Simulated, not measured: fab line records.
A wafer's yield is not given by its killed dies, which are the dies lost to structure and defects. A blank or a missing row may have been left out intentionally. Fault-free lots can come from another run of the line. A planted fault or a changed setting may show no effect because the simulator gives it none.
Matching of chambers + flow sky130 + 4 sister chambers for SKY_VIA4_CMP_21 on cmp-02
The step polishes, stops on SiO2, t overpolish 25 s, target thk 0 nm. 27 wafers are shown with their chamber, then 12 later ones without.

## WAFERS, EACH WITH ITS CHAMBER
| wafer  | chamber | motorCurrentA (A) | timeToEndpointS (s) | overpolishRunS (s) |
|--------|---------|-------------------|---------------------|--------------------|
| L074.1 | 1       | 12.9              | 120                 | 25.015             |
| L074.4 | 3       | 9.5               | 124                 | 24.995             |
| L074.6 | 1       | 12.5              | 121                 | 25.014             |
| L075.3 | 0       | 11.3              | 128                 | 24.998             |
| L075.5 | 0       | 11.2              | 131                 | 25.005             |
| L075.6 | 3       | 9.2               | 135                 | 25.009             |
| L076.4 | 1       | 12.4              | 125                 | 24.999             |
| L076.5 | 3       | 9.2               | 132                 | 24.995             |
| L076.6 | 2       | 10.9              | 118                 | 24.991             |
| L077.1 | 3       | 10.2              | 123                 | 24.999             |
| L077.4 | 0       | 10.7              | 121                 | 25.006             |
| L077.6 | 1       | 11.9              | 117                 | 24.995             |
| L079.2 | 3       | 9.6               | 128                 | 25.012             |
| L079.3 | 1       | 12.5              | 124                 | 24.994             |
| L079.4 | 2       | 11.1              | 117                 | 25.002             |
| L078.2 | 0       | 10.7              | 131                 | 25.003             |
| L078.5 | 3       | 9.2               | 131                 | 25.008             |
| L078.6 | 2       | 10.7              | 116                 | 25.000             |
| L083.1 | 1       | 11.9              | 122                 | 24.998             |
| L083.3 | 3       | 9.5               | 127                 | 25.001             |
| L083.6 | 2       | 11.3              | 125                 | 25.005             |
| L084.2 | 2       | 11.5              | 120                 | 24.996             |
| L084.5 | 3       | 9.6               | 134                 | 25.005             |
| L084.6 | 0       | 11.3              | 138                 | 25.013             |
| L086.4 | 0       | 10.7              | 131                 | 24.997             |
| L086.5 | 2       | 11.1              | 119                 | 24.987             |
| L086.6 | 3       | 9.8               | 131                 | 24.995             |

SIGNATURES (means of the wafers above)
| reading         | chamber 0 | chamber 1 | chamber 2 | chamber 3 | scatter within a chamber |
|-----------------|-----------|-----------|-----------|-----------|--------------------------|
| motorCurrentA   | 10.983    | 12.350    | 11.100    | 9.533     | 0.33                     |
| timeToEndpointS | 130.00    | 121.50    | 119.17    | 129.44    | 4.1                      |
| overpolishRunS  | 25.00367  | 25.00250  | 24.99683  | 25.00211  | 0.00724                  |
Rule: a wafer lies at a distance from a chamber equal to the root of the sum of squares, over the readings, of (its reading less the chamber's mean, divided by the reading's scatter). If the next closest chamber is less than 2 further off than the closest, the wafer can't be placed; otherwise it belongs to the closest. The scatter is the square root of a quotient: the sum, over the shown wafers, of each reading's squared deviation from its chamber's mean, divided by wafers minus chambers.

## WAFERS WITH NO CHAMBER GIVEN
| wafer  | motorCurrentA (A) | timeToEndpointS (s) | overpolishRunS (s) |
|--------|-------------------|---------------------|--------------------|
| L090.1 | 10.5              | 120                 | 25.003             |
| L090.2 | 12.8              | 115                 | 25.019             |
| L090.4 | 11.0              | 113                 | 25.001             |
| L089.3 | 10.9              | 119                 | 25.001             |
| L089.4 | 10.9              | 108                 | 24.979             |
| L089.6 | 11.4              | 108                 | 24.990             |
| L092.2 | 11.5              | 114                 | 25.007             |
| L092.5 | 11.0              | 112                 | 24.993             |
| L092.6 | 12.5              | 119                 | 24.992             |
| L093.1 | 12.4              | 131                 | 25.012             |
| L093.4 | 11.2              | 120                 | 25.005             |
| L093.5 | 11.5              | 118                 | 25.016             |

## EACH ONE'S CHAMBER
| wafer  | from the rows above          | in truth |
|--------|------------------------------|----------|
| L090.1 | can't be placed: 2 or 0 or 3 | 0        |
| L090.2 | 1                            | 1        |
| L090.4 | 2                            | 2        |
| L089.3 | can't be placed: 2 or 0      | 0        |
| L089.4 | 2                            | 2        |
| L089.6 | can't be placed: 2 or 1      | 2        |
| L092.2 | can't be placed: 2 or 1 or 0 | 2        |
| L092.5 | 2                            | 2        |
| L092.6 | 1                            | 1        |
| L093.1 | can't be placed: 1 or 0      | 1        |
| L093.4 | can't be placed: 2 or 0      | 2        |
| L093.5 | can't be placed: 2 or 1 or 0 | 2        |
Correct placement for 5 of the 12. From these rows, 7 cannot be placed; in 7 the true chamber is one of the candidates. 0 placed wrongly.
